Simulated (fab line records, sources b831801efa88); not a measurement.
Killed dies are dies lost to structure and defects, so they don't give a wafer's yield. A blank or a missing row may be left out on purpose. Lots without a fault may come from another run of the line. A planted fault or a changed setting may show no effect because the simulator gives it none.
fab line records | flow sky130
record lots=6 wafers=18 last_day=50
route steps=708 shown LDD_N@239 PAD_OPEN@708
lots that met no fault: from a run of the same line without faults
start_h: hours from the record's first day to the start of the lot's first wafer shown | wait_h: hours since the lot's step before | " the same as in the row above | L1.1+2: a row that stands for several wafers | - no value, or no start given | * or withheld: withheld | < > ~ a bound
route shown NAME@n: a module of which the file shows steps, and the number in the route of the first | usual: mean/standard deviation of fault-free wafers | same: alike in all rows | chamber/n: place in a boat | sites: the reading at each site | _std_site: their standard deviation | _edge_site: outer sites' mean less inner sites' | radius_mm: how far each site lies from the wafer's centre | mask NAME#n: copy n | behind: the tool/chamber that last shaped the wafer | hold: why the lot was held/for how many hours/how that ended | device: the transistor (n, p or np) that didn't switch | end of line: the same wafers' tests at the end of the route | a step without rows: its recipe alone | killed: dies lost to structure and defects at the first sort, not the wafer's yield | map: a wafer's dies, x killed, . not, _ none there
set.NAME: the setting as run; set.NAME@STEP: as run at that earlier step | model.NAME: the simulator's own value behind a step, which no gauge read
lots at some steps of the route; a table a step, a row a wafer
services: from which hour (start_h, from the record's first day; less than 0 if before it) a tool's chamber was out of use, for how many hours, and why
## steps
# step SKY_LDD_N_COAT_02
# recipe resist=NOVOLAK spin_rpm=3000 resist_thk_nm=300
# step SKY_LDD_N_SOFTBAKE_03
# recipe temp_c=90 time_s=60 resist=NOVOLAK
# step SKY_LDD_N_EXPOSE_04
# recipe mask_id=NTM target_cd_nm=840 na=0.6 source_shape=conventional sigma_outer=0.6 dose_mj=110
# step SKY_LDD_N_PEB_05
# recipe temp_c=withheld time_s=* resist=NOVOLAK
# step SKY_LDD_N_DEVELOP_06
# recipe develop_time_s=60 dev_temp_c=23
# step SKY_LDD_N_OVL_MEAS_07
# usual LDD_N_OVL=-1.2/1.2
# columns lot.wafer tool chamber start_h wait_h LDD_N_OVL[nm]
L119.2 overlay-02 - 402.78 0.1 0.9
L119.5 " - " " -0.4
L119.6 " - " " -3.0
L121.1 overlay-01 - 413.87 0.1 -3.0
L121.2 " - " " -3.7
L121.4 " - " " -1.4
L126.1 overlay-01 - 470.59 0.1 -0.8
L126.2 " - " " -1.3
L126.5 " - " " -0.6
L129.1 overlay-02 - 499.46 0.1 -2.5
L129.3 " - " " -0.3
L129.4 " - " " -2.5
L135.1 overlay-02 - 545.86 0.1 0.3
L135.2 " - " " -1.8
L135.4 " - " " -1.4
L142.1 overlay-01 - 618.16 0.1 -0.2
L142.3 " - " " -1.1
L142.6 " - " " 1.0
# step SKY_LDD_N_IMPLANT_08
# recipe species=As energy_kev=20 dose_cm2=7.5e+13 tilt_deg=withheld rotation_deg=23
# step SKY_LDD_N_IMPLANT_09
# recipe species=As energy_kev=20 dose_cm2=7.5e+13 tilt_deg=withheld rotation_deg=113
# step SKY_LDD_N_IMPLANT_10
# recipe species=As energy_kev=20 dose_cm2=7.5e+13 tilt_deg=withheld rotation_deg=203
# step SKY_LDD_N_IMPLANT_11
# recipe species=As energy_kev=20 dose_cm2=7.5e+13 tilt_deg=withheld rotation_deg=293
# step SKY_LDD_N_IMPLANT_12
# recipe species=BF2 energy_kev=50 dose_cm2=5e+12 tilt_deg=30 rotation_deg=0
# step SKY_LDD_N_IMPLANT_13
# recipe species=BF2 energy_kev=50 dose_cm2=5e+12 tilt_deg=30 rotation_deg=90
# step SKY_LDD_N_IMPLANT_14
# recipe species=BF2 energy_kev=50 dose_cm2=5e+12 tilt_deg=30 rotation_deg=180
# usual dose_ions_cm2=4.999e+12/5.1e+09 faraday_current_uA=28.3/0.54 tilt_deg=29.998/0.02
# columns lot.wafer tool chamber start_h wait_h dose_ions_cm2 faraday_current_uA tilt_deg
L119.2 implanter-03 0 403.74 0.1 5.001e+12 28.3 29.994
L119.5 " 0 " " 5.001e+12 28.0 30.008
L119.6 " 0 " " 5.005e+12 28.6 30.002
L121.1 implanter-03 0 414.81 0.1 4.995e+12 29.3 29.991
L121.2 " 0 " " 5e+12 29.3 29.964
L121.4 " 0 " " 4.995e+12 28.7 29.979
L121.1 implanter-03 0 415.13 0.3 5.01e+12 28.8 29.964
L121.2 " 0 " " 5.008e+12 28.0 29.994
L121.4 " 0 " " 5.007e+12 27.4 30.001
L126.1 implanter-03 0 471.53 0.1 5.001e+12 27.0 30.050
L126.2 " 0 " " 5.007e+12 28.3 30.026
L126.5 " 0 " " 4.999e+12 28.5 30.045
L126.1 implanter-03 0 471.84 0.3 5.007e+12 28.3 29.993
L126.2 " 0 " " 4.995e+12 28.9 30.001
L126.5 " 0 " " 4.997e+12 27.3 30.020
L129.1 implanter-03 0 500.40 0.1 5.003e+12 29.0 29.993
L129.3 " 0 " " 5.004e+12 27.6 29.987
L129.4 " 0 " " 5.002e+12 28.1 29.992
L135.1 implanter-03 0 546.80 0.1 4.99e+12 28.4 29.982
L135.2 " 0 " " 5.003e+12 27.7 30.014
L135.4 " 0 " " 5.004e+12 29.0 29.963
L142.1 implanter-04 0 619.10 0.1 5.001e+12 28.3 29.983
L142.3 " 0 " " 5e+12 29.3 30.055
L142.6 " 0 " " 4.994e+12 28.9 30.022
# step SKY_LDD_N_IMPLANT_15
# recipe species=BF2 energy_kev=50 dose_cm2=5e+12 tilt_deg=30 rotation_deg=270
# step SKY_PAD_OPEN_PROBE_99
# usual killed_at_M0_to_M3=44/7.5 killed_at_M4_up=3.1/1.7 killed_at_contacts=24/6.2 killed_at_front_end=15/4.2 killed_at_other=0.4/0.58 killed_dies=85/10 killed_open=47/7.7 killed_short=38/6.4
# same gross_dies=492 killed_at_back_side=0
# columns lot.wafer tool chamber start_h wait_h killed_at_M0_to_M3 killed_at_M4_up killed_at_contacts killed_at_front_end killed_at_other killed_dies killed_open killed_short model.etest.nfet_01v8.r_on_ohm_um model.etest.nfet_01v8_lvt.drive_ua_um model.etest.nfet_01v8_swapped.drive_ua_um model.etest.nfet_01v8.drive_ua_um model.etest.sram_nfet_pass.drive_ua_um model.etest.nfet_01v8_turned.drive_ua_um model.etest.tip_n.rs_ohm_sq model.etest.nfet_01v8_swapped.off_log10_a_um
L119.2 prober-01 - 1073.04 0.1 46 2 20 21 0 89 55 33 835.7 563.7 497.9 502.6 478.1 496.6 438.1 -13.34
L119.5 prober-01 - 1073.19 0.2 51 1 26 17 0 95 51 40 819.3 581.5 513.5 510.3 494.2 512.4 439.3 -13.37
L119.6 prober-01 - 1073.24 0.2 47 3 12 14 0 76 47 25 851.8 565.1 497.8 491.2 480.5 493.1 438.3 -13.44
L121.1 prober-01 - 1094.04 0.1 33 2 16 15 0 66 33 33 892 529.7 451.9 457.7 436.5 471.6 456.3 -13.62
L121.2 prober-01 - 1094.09 0.1 42 4 22 14 0 82 38 44 885.6 535.7 457.8 459.2 452.9 472.6 455.7 -13.49
L121.4 prober-01 - 1094.19 0.2 56 2 27 15 0 100 47 53 893.5 525 453.3 457.4 448.5 469.2 456 -13.61
L126.1 prober-01 - 1123.48 0.1 51 1 19 19 0 90 49 39 876.3 540.3 474.6 473.8 470.2 488.3 455.6 -13.56
L126.2 prober-01 - 1123.53 0.1 39 2 19 20 1 81 45 35 839.1 560.4 500 496.3 490.3 507.5 454.2 -13.48
L126.5 prober-01 - 1123.68 0.2 56 2 20 18 0 96 52 43 882.2 540.6 470.6 476.2 476 486.9 456.1 -13.64
L129.1 prober-02 - 1139.51 0.1 50 4 24 18 0 96 47 48 835.8 569.3 499.5 496.8 494.8 498.1 440.2 -13.43
L129.3 prober-02 - 1139.61 0.2 48 5 27 11 2 93 48 43 836.7 572.1 498.7 494.8 483.8 499.3 436.1 -13.4
L129.4 prober-02 - 1139.66 0.2 44 1 19 13 1 78 48 29 820.3 587.2 511 514.5 502.2 514.1 435.5 -13.48
L135.1 prober-01 - 1167.59 0.1 46 5 18 9 0 78 43 35 815 581.7 506.5 509.9 493.7 510.3 442.8 -13.25
L135.2 prober-01 - 1167.64 0.1 59 0 17 9 0 85 38 47 813.1 580.3 505.2 510.1 499.4 511.1 446.6 -13.4
L135.4 prober-01 - 1167.74 0.2 34 4 28 16 0 82 46 36 820.1 579.3 505.1 507.8 498.1 505.5 440.6 -13.44
L142.1 prober-01 - 1207.99 0.1 64 1 24 15 0 104 55 49 831.8 568.8 497.7 495 494.4 499.7 447 -13.31
L142.3 prober-01 - 1208.09 0.2 45 3 34 12 1 95 60 35 823.1 577.4 500.3 497.6 488.6 495.6 445.4 -13.41
L142.6 prober-01 - 1208.24 0.2 39 3 26 17 0 85 46 39 832 574.3 499.4 502.7 493.8 500.2 444.3 -13.58
# killed by level:class
L119.2 VIA1:geometric_particle:open=15 FIELD_ISO:geometric_particle:open=7 VIA3:geometric_particle:open=7 METAL1:geometric_particle:short=6 LI_CONTACT:geometric_particle:open=6 POLY_GATE:geometric_particle:open=5 CONTACT:geometric_particle:open=5 VIA3:geometric_particle:short=5
L119.5 CONTACT:geometric_particle:open=13 VIA3:geometric_particle:open=8 VIA1:geometric_particle:open=7 VIA2:geometric_particle:open=7 FIELD_ISO:geometric_particle:short=6 METAL1:geometric_particle:short=6 METAL2:geometric_particle:short=6 FIELD_ISO:geometric_particle:open=5
L119.6 VIA1:geometric_particle:open=16 VIA2:geometric_particle:open=8 VIA3:geometric_particle:short=6 FIELD_ISO:geometric_particle:open=4 LI_CONTACT:geometric_particle:open=4 VIA3:geometric_particle:open=4 CONTACT:geometric_particle:open=3 METAL1:geometric_particle:open=3
L121.1 VIA1:geometric_particle:open=13 VIA2:geometric_particle:open=5 FIELD_ISO:geometric_particle:short=4 LI_CONTACT:geometric_particle:short=4 METAL2:geometric_particle:short=4 SONOS_ONO:geometric_particle:short=3 LI_CONTACT:geometric_particle:open=3 LOCAL_INTERCONNECT:geometric_particle:short=3
L121.2 VIA1:geometric_particle:open=12 METAL2:geometric_particle:short=8 LI_CONTACT:geometric_particle:open=7 VIA1:geometric_particle:short=6 LOCAL_INTERCONNECT:geometric_particle:short=5 CONTACT:geometric_particle:open=5 VIA2:geometric_particle:open=5 POLY_GATE:geometric_particle:short=4
L121.4 VIA1:geometric_particle:short=16 CONTACT:geometric_particle:open=12 METAL2:geometric_particle:short=11 VIA1:geometric_particle:open=7 VIA2:geometric_particle:open=6 FIELD_ISO:geometric_particle:open=5 VIA3:geometric_particle:open=5 LI_CONTACT:geometric_particle:open=5
L126.1 VIA1:geometric_particle:open=15 METAL2:geometric_particle:short=12 LI_CONTACT:geometric_particle:open=9 CONTACT:geometric_particle:open=8 POLY_GATE:geometric_particle:short=6 VIA2:geometric_particle:open=6 SPACER:geometric_particle:short=4 METAL1:geometric_particle:open=4
L126.2 VIA1:geometric_particle:open=8 VIA2:geometric_particle:open=7 POLY_GATE:geometric_particle:open=5 CONTACT:geometric_particle:open=5 METAL1:geometric_particle:short=5 VIA1:geometric_particle:short=5 FIELD_ISO:geometric_particle:open=4 POLY_GATE:geometric_particle:short=4
L126.5 VIA1:geometric_particle:open=13 VIA1:geometric_particle:short=11 POLY_GATE:geometric_particle:open=7 VIA3:geometric_particle:open=7 LI_CONTACT:geometric_particle:open=6 METAL2:geometric_particle:short=6 VIA2:geometric_particle:open=6 LOCAL_INTERCONNECT:geometric_particle:short=5
L129.1 VIA3:geometric_particle:open=11 METAL2:geometric_particle:short=9 VIA2:geometric_particle:open=8 POLY_GATE:geometric_particle:short=7 CONTACT:geometric_particle:short=7 VIA1:geometric_particle:open=7 LOCAL_INTERCONNECT:geometric_particle:short=6 CONTACT:geometric_particle:open=6
L129.3 VIA1:geometric_particle:open=12 CONTACT:geometric_particle:open=8 LI_CONTACT:geometric_particle:open=8 LOCAL_INTERCONNECT:geometric_particle:short=7 METAL1:geometric_particle:short=6 METAL2:geometric_particle:short=6 VIA1:geometric_particle:short=5 VIA2:geometric_particle:open=5
L129.4 VIA1:geometric_particle:open=13 VIA3:geometric_particle:open=10 LI_CONTACT:geometric_particle:open=8 VIA1:geometric_particle:short=7 VIA2:geometric_particle:open=6 POLY_GATE:geometric_particle:open=4 CONTACT:geometric_particle:open=4 METAL3:geometric_particle:short=4
L135.1 VIA1:geometric_particle:open=10 VIA3:geometric_particle:open=9 CONTACT:geometric_particle:open=8 METAL2:geometric_particle:short=7 VIA2:geometric_particle:open=5 METAL4:geometric_particle:short=5 LI_CONTACT:geometric_particle:open=4 CONTACT:geometric_particle:short=4
L135.2 VIA1:geometric_particle:open=9 CONTACT:geometric_particle:open=8 VIA1:geometric_particle:short=8 METAL1:geometric_particle:short=7 VIA2:geometric_particle:open=7 CONTACT:geometric_particle:short=6 METAL2:geometric_particle:short=6 METAL3:geometric_particle:short=6
L135.4 CONTACT:geometric_particle:open=13 VIA1:geometric_particle:open=10 METAL2:geometric_particle:short=8 POLY_GATE:geometric_particle:open=5 LOCAL_INTERCONNECT:geometric_particle:short=5 FIELD_ISO:geometric_particle:short=4 VIA2:geometric_particle:open=4 LI_CONTACT:geometric_particle:open=3
L142.1 VIA1:geometric_particle:open=11 VIA3:geometric_particle:open=10 VIA2:geometric_particle:open=9 METAL2:geometric_particle:short=9 LI_CONTACT:geometric_particle:open=8 CONTACT:geometric_particle:open=6 METAL1:geometric_particle:short=6 POLY_GATE:geometric_particle:short=5
L142.3 CONTACT:geometric_particle:open=20 VIA1:geometric_particle:open=10 VIA2:geometric_particle:open=10 LI_CONTACT:geometric_particle:open=6 METAL1:geometric_particle:short=5 VIA3:geometric_particle:open=5 POLY_GATE:geometric_particle:short=4 CONTACT:geometric_particle:short=4
L142.6 CONTACT:geometric_particle:open=13 VIA1:geometric_particle:open=9 VIA3:geometric_particle:open=8 POLY_GATE:geometric_particle:short=6 POLY_GATE:geometric_particle:open=5 VIA2:geometric_particle:open=5 CONTACT:geometric_particle:short=5 FIELD_ISO:geometric_particle:short=4
## services
# columns tool chamber start_h hours kind
implanter-03 - 429.83 5.7 repair
implanter-04 - 453.29 10.1 repair
implanter-04 - 495.32 1.8 repair
implanter-03 - 533.28 3.9 pm
implanter-04 - 542.21 4.0 pm
implanter-03 - 562.64 1.5 repair
implanter-04 - 588.87 3.3 pm
## key
first_sign step=SKY_LDD_N_IMPLANT_14 reading=visit direction=added
effect none on later readings
model_effect step=SKY_PAD_OPEN_PROBE_99 value=etest.nfet_01v8.r_on_ohm_um without=842.1 struck=878.1
met_at SKY_LDD_N_IMPLANT_14
struck_wafers L121.1,L121.2,L121.4,L126.1,L126.2,L126.5
tester_left_out L121,L126
fault kind=repeated_step_whole tool=implanter-02,implanter-03,implanter-04 chamber=- onset_h=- steps=SKY_LDD_N_IMPLANT_14 times=1 scope=struck_lots_only
# tester_left_out: of these lots the tester's yield and bins aren't shown, on N5 and GAA mostly nor the transistor test; their killed dies are dies lost to structure and defects alone, not to doping, threshold or leakage, so they don't give the yield
